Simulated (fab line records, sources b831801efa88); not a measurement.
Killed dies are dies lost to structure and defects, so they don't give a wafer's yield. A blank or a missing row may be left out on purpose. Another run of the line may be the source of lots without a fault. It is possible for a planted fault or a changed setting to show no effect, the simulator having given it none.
Comparing a struck lot with a sound one | flow sky130 | 18 out of 708 route steps
Sound: wafers L721.2, L721.3, L721.6. Struck: wafers L726.1, L726.2, L726.5. The cause comes at the end.
Each step with rows lists, per side, the tool, then ch with its chambers, then its first start. Under that, the readings that differ: sound wafers | struck wafers | difference of the means | sigmas: that difference in standard deviations of wafers without a fault.
alike: same words and numbers on both sides, and readings whose means sit less than 2 such deviations apart. not compared: any withheld reading, any reading some wafer has no value for, any bound like >300 that may hide the same value, and any number with overlapping values for which the record gives no deviation.
The two part at a step that has a row with sigmas, a row that says differs or no value, or rows on one side only. Numbers that don't overlap but have no deviation are shown without sigmas and don't part them. A reading that every wafer of one side lacks parts them only if that side has two wafers or more.

first, 3 steps without rows for these wafers: SKY_VIA3_EXPOSE_09 (exposes mask VIM3, target cd 200 nm); SKY_VIA3_PEB_10; SKY_VIA3_DEVELOP_11 (develop time 60 s).
SKY_VIA3_CD_MEAS_12: target cd 200 nm.
  sound on cd sem-02 at day 42 08:38; struck on cd sem-02 at day 43 19:10
  alike: cd nm
SKY_VIA3_OVL_MEAS_13:
  sound on overlay-01 at day 42 08:45; struck on overlay-02 at day 43 19:17
  alike: VIA3_OVL
SKY_VIA3_ETCH_14: etches BARC in N2/H2, stops on SiO2, time 45.9 s, target depth 60 nm.
  sound on rie diel-04 ch 1,3, day 42 08:47; struck on rie diel-01 ch 2,3, day 43 19:20
  alike: drypump motor current A, oes product au, rf fwd power W, throttle valve pct
  not compared: rf hours counter h
SKY_VIA3_ETCH_15: etches SiO2 in C4F8/O2/Ar, stops on TiN, target depth 507 nm, time 78 s.
  sound on rie diel-04 ch 1,3, day 42 08:49; struck on rie diel-01 ch 2,3, day 43 19:22
  alike: oes product au, rf fwd power W
  not compared: rf hours counter h
SKY_VIA3_STRIP_16: strips in O2/N2.
  sound on plasma asher-01 ch 1, day 42 08:53; struck on plasma asher-01 ch 0,1, day 43 19:26
  alike: drypump motor current A, oes product au, strip time to endpoint s
  not compared: rf hours counter h
then, 3 steps without rows for these wafers: SKY_VIA3_STRIP_17 (strips in post etch residue remover, time 1200 s); SKY_VIA3_CLEAN_18 (cleans in IPA, time 180 s); SKY_VIA3_CLEAN_19 (cleans in O3/DIW).
SKY_VIA3_SPUTTER_20: material TiN, target thk 20 nm, time 80 s.
  sound on pvd sputter-01 at day 42 09:31; struck on pvd sputter-02 at day 43 20:05
  alike: throttle valve pct
SKY_VIA3_CVD_21: deposits W, target thk 390 nm, time 117.31 s.
  sound on cvd w-01 ch 0,1, day 42 09:35; struck on cvd w-01 ch 0,1, day 43 20:09
  reading                            | sound             | struck            | difference | sigmas
  model.W_of_VIA3_CVD_21.thk nm (nm) | 390.7 382.3 382.9 | 517.5 508.1 506.9 | +125.5     |
  alike: chamber pressure Torr, heater power w
SKY_VIA3_RS_MEAS_22: uses a four-point probe to measure.
  sound on film metro-03 at day 42 09:43; struck on film metro-03 at day 43 20:16
  reading            | sound             | struck            | difference | sigmas
  VIA3_W_RS (ohm/sq) | 0.294 0.300 0.300 | 0.221 0.225 0.225 | -0.074     | -17
SKY_VIA3_THK_MEAS_23: measures by xrf.
  sound on film metro-03 at day 42 09:50; struck on film metro-03 at day 43 20:23
  reading         | sound       | struck      | difference | sigmas
  VIA3_W_THK (nm) | 378 369 370 | 505 499 498 | +128       | +17
SKY_VIA3_CMP_24: polishes, stops on SiO2, t overpolish 20 s, target thk 0 nm.
  sound on cmp-02 ch 0,1, day 42 09:56; struck on cmp-01 ch 0,2, day 43 21:42
  reading                | sound        | struck         | difference | sigmas
  motor current A (A)    | 11.4 9.8 9.7 | 12.8 12.2 12.3 | +2.1       | +2
  time to endpoint s (s) | 97 93 93     | 126 117 126    | +29        | +6
SKY_METAL4_SPUTTER_00: material Ti, target thk 15 nm, time 10 s.
  sound on pvd sputter-04 at day 42 10:11; struck on pvd sputter-01 at day 43 21:57
  alike: throttle valve pct
-- the record jumps here: 5 days lie between the struck wafers' starts before and after (it left off in module METAL4 and takes up again in module PAD_OPEN, whose first step shown is number 708 of the route) --
SKY_PAD_OPEN_PROBE_99:
  sound on prober-02 at day 48 02:31; struck on prober-01 at day 49 08:05
  reading     | sound    | struck   | difference | sigmas
  killed open | 51 71 53 | 37 45 43 | -17        | -2
  alike: defect limited yield, killed_at_M0_to_M3, killed_at_M4_up, killed at contacts, killed at front end, killed at other, killed dies, killed short, sort_bin_3_pad_short, sort_bin_5_function, sort_bin_6_memory, sort n pass, sort yield pct

WHERE THEY PART
Earliest at SKY_VIA3_RS_MEAS_22; latest, in this record, at SKY_PAD_OPEN_PROBE_99.

WHY: what the simulator had put in
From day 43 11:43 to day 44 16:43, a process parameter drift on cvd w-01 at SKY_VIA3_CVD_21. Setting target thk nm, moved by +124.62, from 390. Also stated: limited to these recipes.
